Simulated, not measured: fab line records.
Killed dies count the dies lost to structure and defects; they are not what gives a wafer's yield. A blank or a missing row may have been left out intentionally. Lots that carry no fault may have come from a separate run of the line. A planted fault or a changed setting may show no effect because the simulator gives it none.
One fault through the eyes of 2 desks + flow gf180mcu + each desk has only its own numbers; what lay behind them comes last

== THE METROLOGY DESK ==
Lot by lot, what the gauges showed, no matter which tool ran the lot: averages of those sampled wafers that carry a number. Marked OUT: a lot whose mean sits more than 4 standard deviations from the usual mean, which makes it out of limits; the brackets give that distance.
Columns: A = MIM_CVD_05_THK at GF_MIM_THK_MEAS_06, usual 42.0 nm
| lot  | first seen here | A    |
|------|-----------------|------|
| L909 | day 24 13:43    | 41.7 |
| L910 | day 25 03:27    | 41.8 |
| L912 | day 25 13:55    | 42.0 |
| L914 | day 26 10:11    | 43.5 |
| L915 | day 26 16:28    | 42.7 |
| L919 | day 28 03:28    | 42.1 |
| L923 | day 29 06:16    | 42.0 |
| L927 | day 30 07:18    | 41.8 |
| L928 | day 30 11:38    | 42.4 |
| L929 | day 30 17:46    | 42.6 |
| L930 | day 30 22:57    | 42.2 |
| L932 | day 31 09:55    | 41.1 |
Result from this desk: across the 12 lots, nothing is out of limits.

== AT THE TOOL OWNER'S DESK: pecvd-02 ==
The tool's own readings at GF_MIM_CVD_05 (deposits Si3N4, target thk 42 nm, time 29.086 s): means of the sampled wafers that have a number, for each lot that ran on this tool. Marked OUT: a lot whose mean sits more than 4 standard deviations from the usual mean, which makes it out of limits; the brackets give that distance.
Columns: A = heater-power-w at GF_MIM_CVD_05, usual 682 W; B = susceptor-temp-C at GF_MIM_CVD_05, usual 384.98 C
| lot  | first seen here | A   | B      |
|------|-----------------|-----|--------|
| L910 | day 25 03:24    | 705 | 384.97 |
| L914 | day 26 10:08    | 724 | 385.08 |
| L915 | day 26 16:26    | 729 | 385.00 |
| L927 | day 30 07:14    | 650 | 385.14 |
| L929 | day 30 17:40    | 676 | 384.55 |
Result from this desk: across the 5 lots, nothing is out of limits.

== ALL TOGETHER ==
At the metrology desk, nothing out of limits was observed.
The desk of the tool owner found nothing out of limits.

== WHAT HAD BEEN PUT IN BY THE SIMULATOR ==
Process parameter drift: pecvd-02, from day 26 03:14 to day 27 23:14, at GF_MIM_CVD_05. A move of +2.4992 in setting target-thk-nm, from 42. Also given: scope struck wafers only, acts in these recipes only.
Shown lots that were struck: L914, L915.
